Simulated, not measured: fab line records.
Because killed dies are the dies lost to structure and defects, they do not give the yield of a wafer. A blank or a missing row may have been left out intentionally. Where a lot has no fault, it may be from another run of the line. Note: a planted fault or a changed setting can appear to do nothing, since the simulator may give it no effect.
Split-lot experiment	flow sky130	on a route of 708 steps: 5 lots, 23 wafers read

## THE SPLIT ITSELF
At SKY_SD_P_DEVELOP_06 (develop time 60 s), the setting dev temp c was moved away from the recipe's 23 C on 10 of the 23 wafers read, by +4.9% to +11.1%. This setting was run at the recipe's value on the other wafers.

No step appears in the file between the split and the reading.

## THE READING
cd nm at SKY_SD_P_CD_MEAS_07, given in nm (cd target 380 nm). On this fab line, fault-free wafers typically give 380.7 nm with a standard deviation of 1.8 nm.

wafer	tool, chamber at the split	dev temp c as run, C	against the recipe	cd nm, nm	against lot-mates on the recipe
L074.1	litho track-01, 0	23	recipe	381.1	-
L074.2	litho track-01, 0	23	recipe	382.3	-
L074.5	litho track-01, 0	23	recipe	381.4	-
L077.2	litho track-02, 0	25.01	+8.7%	377.3	-4.3
L077.3	litho track-02, 0	23	recipe	381.0	-
L077.4	litho track-02, 0	25.01	+8.7%	375.5	-6.1
L077.5	litho track-02, 0	23	recipe	382.3	-
L077.6	litho track-02, 0	23	recipe	381.4	-
L078.1	litho track-03, 0	24.28	+5.6%	374.7	-4.0
L078.3	litho track-03, 0	23	recipe	377.9	-
L078.4	litho track-03, 0	23	recipe	379.5	-
L078.5	litho track-03, 0	24.28	+5.6%	374.1	-4.6
L078.6	litho track-03, 0	24.28	+5.6%	373.9	-4.8
L080.1	litho track-01, 0	24.12	+4.9%	381.0	-0.9
L080.2	litho track-01, 0	23	recipe	381.6	-
L080.3	litho track-01, 0	24.12	+4.9%	378.4	-3.5
L080.5	litho track-01, 0	24.12	+4.9%	377.6	-4.2
L080.6	litho track-01, 0	23	recipe	382.1	-
L084.1	litho track-01, 0	25.55	+11.1%	371.7	-11.4
L084.2	litho track-01, 0	23	recipe	382.8	-
L084.3	litho track-01, 0	25.55	+11.1%	372.0	-11.1
L084.4	litho track-01, 0	23	recipe	381.7	-
L084.6	litho track-01, 0	23	recipe	384.7	-

FIT RESULTS
A straight line over all 23 wafers: cd nm changes by -0.816 nm for each +1% of dev temp c; r = -0.86; the points scatter about the line by 1.9 nm.
The same after taking each lot's own level away (the mean of its wafers on the recipe; 23 wafers): -0.833 nm for each +1%; r = -0.93; scatter 1.3 nm.
Per that fit: largest dev temp c move, reading shift of 9.2 nm.
Across the lots, their own levels run from 378.70 to 383.07 nm, a range of 2.4 times the standard deviation given above.
So the lot-to-lot level changes the slope little: the two slopes agree.
Check: for one of the wafers moved furthest among these (+11.1%), held out of the fit, the line's prediction against its lot-mates is -8.35 nm. It came out at -11.4 nm against them.

## OTHER SPLITS APPLIED TO THESE WAFERS
Other splits were also applied to these wafers ahead of the reading. Each is held against what the fit with the lots' levels taken away leaves over:
other split on the same wafers	wafers away from the commonest value	r with cd nm (lot level and that fit taken away)
SKY_LDD_HVP_SOFTBAKE_03 temp c	6	+0.14
SKY_LDD_LDN_IMPLANT_08 energy kev	7	+0.23
SKY_LDD_LDN_IMPLANT_09 energy kev	8	+0.14

## FILE'S OWN FIT
cd nm changes by -0.82 nm for each +1% of dev temp c, r = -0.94.
